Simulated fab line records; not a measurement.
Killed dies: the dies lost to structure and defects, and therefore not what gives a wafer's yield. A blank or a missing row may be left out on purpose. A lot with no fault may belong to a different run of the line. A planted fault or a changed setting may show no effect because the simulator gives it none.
Which tool was responsible? -- flow sky130 -- 12 lots, 36 wafers sampled, at 2 steps of a route of 708

## WHAT THE GAUGES SHOWED, per wafer
SKY_VT_ADJUST_NCORE_OVL_MEAS_08.
lot,measured,on,VT_ADJUST_NCORE_OVL (nm)
L075,day 8 22:41,overlay-02,-1.1 -0.8 -1.0
L077,day 9 20:29,overlay-01,-0.3 -0.2 0.4
L079,day 10 08:26,overlay-01,-0.5 -0.8 0.3
L081,day 10 14:45,overlay-01,0.8 1.0 0.1
L083,day 11 11:35,overlay-02,0.9 0.9 -0.2
L085,day 12 02:18,overlay-02,-0.3 -1.2 -1.5
L087,day 12 11:38,overlay-01,2.1 1.3 1.5
L089,day 13 04:38,overlay-01,0.7 1.0 2.5
L091,day 13 18:02,overlay-02,1.4 0.0 0.2
L093,day 14 09:23,overlay-01,1.4 0.2 2.6
L095,day 14 23:07,overlay-01,2.9 2.3 0.8
L097,day 15 12:18,overlay-01,0.8 0.4 0.4

## TOOL THAT RAN EACH LOT (tool first, then ch and the chambers of the sampled wafers, then the start)
lot,SKY_PWDE_STRIP_09
L075,"plasmaAsher-04 ch 1, day 4 02:38"
L077,"plasmaAsher-03 ch 0,1, day 4 18:54"
L079,"plasmaAsher-04 ch 0,1, day 5 04:07"
L081,"plasmaAsher-03 ch 0,1, day 5 09:33"
L083,"plasmaAsher-01 ch 0,1, day 6 01:47"
L085,"plasmaAsher-03 ch 0,1, day 6 11:36"
L087,"plasmaAsher-03 ch 0,1, day 6 20:26"
L089,"plasmaAsher-04 ch 0,1, day 7 07:43"
L091,"plasmaAsher-03 ch 0,1, day 7 20:07"
L093,"plasmaAsher-04 ch 0,1, day 8 08:05"
L095,"plasmaAsher-01 ch 0,1, day 8 21:12"
L097,"plasmaAsher-01 ch 0,1, day 9 05:56"
- SKY_PWDE_STRIP_09: strips in O2/N2.

## THE ANSWER, worked out from the rows above alone
Rule: the lots themselves supply what counts as usual. The widest of any qualifying gaps counts: lots, ordered by their means at a reading, are off when they make up no more than a third of the lots, leave a main group of 4 or more, and stand apart from it by 3 or more times the standard deviation of that group's means. The tables above print the reading to a certain number of digits; a main group whose means all agree to those digits is not used. Also off: a lot with no number at a reading for which 4 or more lots have one. Where the step has rows for the other lots, those lots are counted as sound.
No lot is off on any of the readings shown, so nothing can be concluded from this.

## WHAT THE SIMULATOR HAD INSERTED
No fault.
